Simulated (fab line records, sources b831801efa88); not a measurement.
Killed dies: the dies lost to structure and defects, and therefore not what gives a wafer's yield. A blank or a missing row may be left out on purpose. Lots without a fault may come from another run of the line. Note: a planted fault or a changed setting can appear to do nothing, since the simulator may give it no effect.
Comparing a struck lot with a sound one || flow sky130 || 43 steps out of a route of 708
Sound: wafers L235.1, L235.2, L235.5. Wafers L246.1, L246.3, L246.6 were the ones struck. At the end, the cause is stated.
Order at every step that has rows: each side's tool, ch and its chambers, its first start. Under that, the readings that differ: sound wafers || struck wafers || difference of the means || sigmas: that difference in standard deviations of wafers without a fault.
alike: readings with means less than 2 such deviations apart, plus words and numbers identical on both sides. not compared: withheld readings, readings lacking a value on some wafer, bounds such as >300 that could conceal the same value, and numbers that have no deviation in the record and whose values overlap.
Wherever a step has rows on one side only, a row that says differs or no value, or a row with sigmas, the two part there. Numbers that have no deviation but don't overlap get no sigmas and don't part them. Lack of a reading on every wafer of one side parts them only where that side has two or more wafers.

SKY_VIA3_ETCH_14: etches BARC in N2/H2, stops on SiO2, time 45.9 s, target depth 60 nm.
  sound on rieDiel-04 ch 1,2, day 40 05:10; struck on rieDiel-04 ch 0,2,3, day 43 15:34
  alike: drypumpMotorCurrentA, oesProductAu, throttleValvePct
  not compared: rfHoursCounterH
SKY_VIA3_ETCH_15: etches SiO2 in C4F8/O2/Ar, stops on TiN, target depth 507 nm, time 78 s.
  sound on rieDiel-04 ch 1,2, day 40 05:13; struck on rieDiel-04 ch 0,2,3, day 43 15:37
  alike: oesProductAu
  not compared: rfHoursCounterH
then, 5 steps without rows for these wafers: SKY_VIA3_STRIP_16 (strips in O2/N2); SKY_VIA3_STRIP_17 (strips in post etch residue remover, time 1200 s); SKY_VIA3_CLEAN_18 (cleans in IPA, time 180 s); SKY_VIA3_CLEAN_19 (cleans in O3/DIW); SKY_VIA3_SPUTTER_20 (material TiN, target thk 20 nm, time 80 s).
SKY_VIA3_CVD_21: deposits W, target thk 390 nm, time 117.31 s.
  sound on cvdW-01 ch 0,1, day 40 05:58; struck on cvdW-01 ch 0,1, day 43 16:19
  alike: chamberPressureTorr, heaterPowerW
SKY_VIA3_RS_MEAS_22: measures by four-point-probe.
  struck on filmMetro-03, day 43 16:27; sound on filmMetro-02, day 40 06:05
  alike: VIA3_W_RS
SKY_VIA3_THK_MEAS_23: measures by xrf.
  struck on filmMetro-03, day 43 16:34; sound on filmMetro-02, day 40 06:12
  alike: VIA3_W_THK
then, 2 steps without rows for these wafers: SKY_VIA3_CMP_24 (polishes, stops on SiO2, t overpolish 20 s, target thk 0 nm); SKY_METAL4_SPUTTER_00 (material Ti, target thk 15 nm, time 10 s).
SKY_METAL4_SPUTTER_01: material TiN, target thk 20 nm, time 16.7 s.
  struck on pvdSputter-02, day 43 16:57; sound on pvdSputter-03, day 40 06:35
  alike: throttleValvePct
SKY_METAL4_SPUTTER_02: material AlCu, target thk 735 nm, time 39.1 s.
  struck on pvdSputter-02, day 43 16:58; sound on pvdSputter-03, day 40 06:37
  alike: throttleValvePct
then, 3 steps without rows for these wafers: SKY_METAL4_SPUTTER_03 (material Ti, target thk 5 nm, time 3.3 s); SKY_METAL4_SPUTTER_04 (material TiN, target thk 70 nm, time 58.3 s); SKY_CAP2M_CVD_00 (deposits SiO2, target thk 15.5 nm).
SKY_CAP2M_THK_MEAS_01:
  struck on filmMetro-01, day 43 17:07; sound on filmMetro-01, day 40 06:44
  alike: CAP2M_CVD_00_THK
then, 1 step without rows for these wafers: SKY_CAP2M_SPUTTER_02 (material TiN, target thk 200 nm, time 166.7 s).
SKY_CAP2M_RS_MEAS_03: measures by four-point-probe.
  struck on filmMetro-03, day 43 17:17; sound on filmMetro-04, day 40 06:55
  alike: CAP2M_TIN_RS
SKY_CAP2M_THK_MEAS_04: measures by xrf.
  struck on filmMetro-03, day 43 17:24; sound on filmMetro-04, day 40 07:02
  alike: CAP2M_TIN_THK
then, 7 steps without rows for these wafers: SKY_CAP2M_DEHYDRATE_05 (time 60 s); SKY_CAP2M_HMDS_06 (prime time 60 s); SKY_CAP2M_COAT_07 (resist thk 1140 nm); SKY_CAP2M_SOFTBAKE_08 (time 60 s); SKY_CAP2M_EXPOSE_09 (exposes mask CAP2M, target cd 1000 nm); SKY_CAP2M_PEB_10; SKY_CAP2M_DEVELOP_11 (develop time 60 s).
SKY_CAP2M_OVL_MEAS_12:
  struck on overlay-02, day 44 15:10; sound on overlay-01, day 41 05:46
  alike: CAP2M_OVL
SKY_CAP2M_METAL_ETCH_13: etches TiN in Cl2/BCl3, stops on SiO2, target depth 220 nm, time 62.9 s.
  sound on rieMetal-04 ch 0,1, day 41 05:48; struck on rieMetal-04 ch 0,1, day 44 15:12
{"reading": "throttleValvePct (%)", "sound": "21.914 21.893 21.920", "struck": "21.891 21.884 21.896", "difference": -0.019, "sigmas": -2}
  alike: drypumpMotorCurrentA, heBacksideLeakSccm, oesProductAu
  not compared: rfHoursCounterH
then, 12 steps without rows for these wafers: SKY_CAP2M_STRIP_14 (strips in O2/N2); SKY_CAP2M_STRIP_15 (strips in post etch residue remover, time 1200 s); SKY_CAP2M_CLEAN_16 (cleans in IPA, time 180 s); SKY_CAP2M_CLEAN_17 (cleans in O3/DIW); SKY_METAL4_DEHYDRATE_05 (time 60 s); SKY_METAL4_HMDS_06 (prime time 60 s); SKY_METAL4_COAT_07 (resist thk 60 nm); SKY_METAL4_COAT_08 (resist thk 1140 nm); SKY_METAL4_SOFTBAKE_09 (time 90 s); SKY_METAL4_EXPOSE_10 (exposes mask MM4, target cd 300 nm); SKY_METAL4_PEB_11; SKY_METAL4_DEVELOP_12 (develop time 60 s).
-- the record jumps here: 5 days lie between the struck wafers' starts before and after (it left off in module METAL4 and takes up again in module PAD_OPEN, whose first step shown is number 708 of the route) --
SKY_PAD_OPEN_PROBE_99:
  rows exist in the record for the struck wafers here (prober-01, day 49 03:50), but not for the sound ones

## WHERE THEY PART
First at SKY_CAP2M_METAL_ETCH_13; last, within this record, at SKY_PAD_OPEN_PROBE_99.

WHY: what the simulator had put in
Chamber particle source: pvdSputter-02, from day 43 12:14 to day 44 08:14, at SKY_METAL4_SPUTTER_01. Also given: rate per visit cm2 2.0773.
